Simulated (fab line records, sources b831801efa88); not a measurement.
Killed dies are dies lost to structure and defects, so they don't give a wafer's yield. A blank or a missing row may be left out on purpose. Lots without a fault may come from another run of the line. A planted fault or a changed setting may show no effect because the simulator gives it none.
A struck lot beside a sound one | flow sky130 | 21 steps out of a route of 708
Sound: wafers L630.2, L630.4, L630.6. Struck: wafers L634.1, L634.4, L634.6. The cause comes at the end.
At each step with rows: each side's tool, then ch and its chambers, then its first start. Under that, the readings that differ: sound wafers | struck wafers | difference of the means | sigmas: that difference in standard deviations of wafers without a fault.
alike: readings whose means differ by less than 2 such deviations, and words and numbers that are the same on both sides. not compared: withheld readings, readings that some wafer has no value for, bounds like >300 that may hide the same value, and numbers for which the record gives no deviation and whose values overlap.
The two part at a step that has a row with sigmas, a row that says differs or no value, or rows on one side only. Numbers that don't overlap but have no deviation are shown without sigmas and don't part them. A reading that every wafer of one side lacks parts them only if that side has two wafers or more.

first, 3 steps without rows for these wafers: SKY_RES_PROTECT_PEB_05; SKY_RES_PROTECT_DEVELOP_06 (develop time 60 s); SKY_POLY_GATE_IMPLANT_02.
SKY_RES_PROTECT_STRIP_07: strips in O2/N2.
  sound on plasma_asher-04 ch 0,1, day 17 08:37; struck on plasma_asher-02 ch 1, day 18 21:20
  alike: drypump_motor_current_A, oes_product_au, strip_time_to_endpoint_s
  not compared: rf_hours_counter_h
SKY_RES_PROTECT_TW_MEAS_08:
  sound on film_metro-02, day 17 08:44; struck on film_metro-02, day 18 21:26
  alike: POLY_GATE_TW
then, 2 steps without rows for these wafers: SKY_RES_PROTECT_CLEAN_09 (cleans in SC1/SC2, time 150 s); SKY_POLY_GATE_CVD_03 (deposits Si3N4 from DCS/NH3, target thk 75 nm, time 1290 s).
SKY_POLY_GATE_THK_MEAS_04:
  sound on film_metro-01, day 17 11:05; struck on film_metro-04, day 18 23:25
  alike: POLY_GATE_CVD_03_THK
then, 4 steps without rows for these wafers: SKY_POLY_GATE_DEHYDRATE_05 (time 60 s); SKY_POLY_GATE_HMDS_06 (prime time 60 s); SKY_POLY_GATE_COAT_07 (resist thk 110 nm); SKY_POLY_GATE_COAT_08 (resist thk 450 nm).
SKY_POLY_GATE_SOFTBAKE_09: time 90 s.
  sound on litho_track-03 ch 0, day 18 02:00; struck on litho_track-03 ch 0, day 19 14:00
  reading                  | sound                | struck            | difference | sigmas
  heater_power_total_W (W) | 57.47 57.48 57.33    | 53.06 53.08 52.90 | -4.41      | -37
  plate_temp_C (C)         | 100.17 100.23 100.22 | 94.41 94.69 94.47 | -5.68      | -44
  alike: resist_line_temp_C
then, 2 steps without rows for these wafers: SKY_POLY_GATE_EXPOSE_10 (exposes mask P1M, target cd 150 nm); SKY_POLY_GATE_PEB_11.
SKY_POLY_GATE_DEVELOP_12: develop time 60 s.
  sound on litho_track-03 ch 0; struck on litho_track-04 ch 0
  reading                                          | sound             | struck          | difference | sigmas
  model.KrF-thick_of_POLY_GATE_COAT_08.thk_nm (nm) | 437.3 437.5 437.2 | 442.6 442.2 441 | +4.6       |
  alike: developer_temp_C, resist_line_temp_C
SKY_POLY_GATE_CD_MEAS_13: target cd 150 nm.
  sound on cd_sem-01, day 18 17:04; struck on cd_sem-02, day 20 06:42
  reading    | sound             | struck            | difference | sigmas
  cd_nm (nm) | 146.4 147.4 148.8 | 153.1 153.6 152.4 | +5.5       | +3
SKY_POLY_GATE_OVL_MEAS_14:
  sound on overlay-01, day 18 17:10; struck on overlay-01, day 20 06:49
  alike: POLY_GATE_OVL
SKY_POLY_GATE_ETCH_15: etches BARC in N2/H2, stops on SiO2, time 118.5 s, target depth 110 nm.
  sound on rie_diel-04 ch 0,1,2, day 18 17:12; struck on rie_diel-04 ch 1,2, day 20 06:51
  reading                                          | sound             | struck          | difference | sigmas
  model.KrF-thick_of_POLY_GATE_COAT_08.thk_nm (nm) | 344.4 345.8 343.3 | 351.8 350.7 351 | +6.7       |
  alike: drypump_motor_current_A, oes_product_au, throttle_valve_pct
  not compared: rf_hours_counter_h
SKY_POLY_GATE_ETCH_16: etches Si3N4 in CH3F/O2, stops on poly-Si, time 147.5 s, target depth 75 nm.
  sound on rie_diel-04 ch 0,1,2, day 18 17:17; struck on rie_diel-04 ch 1,2, day 20 06:56
  alike: ch3f_flow_sccm, drypump_motor_current_A, oes_product_au, throttle_valve_pct
  not compared: rf_hours_counter_h
-- the record jumps here: 28 days lie between the struck wafers' starts before and after (it left off in module POLY_GATE and takes up again in module PAD_OPEN, whose first step shown is number 708 of the route) --
SKY_PAD_OPEN_PROBE_99:
  sound on prober-02, day 47 10:47; struck on prober-02, day 48 07:12
  alike: killed_at_M0_to_M3, killed_at_M4_up, killed_at_contacts, killed_at_front_end, killed_at_other, killed_dies, killed_on_rim, killed_open, killed_short

WHERE THEY PART
First at SKY_POLY_GATE_SOFTBAKE_09; last, within this record, at SKY_POLY_GATE_CD_MEAS_13. Later steps at which nothing parts them and some readings are alike: SKY_POLY_GATE_OVL_MEAS_14, SKY_POLY_GATE_ETCH_15, SKY_POLY_GATE_ETCH_16, SKY_PAD_OPEN_PROBE_99.

WHY: what the simulator had put in
Process parameter drift: litho_track-03, from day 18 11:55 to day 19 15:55, at SKY_POLY_GATE_SOFTBAKE_09. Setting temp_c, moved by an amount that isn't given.
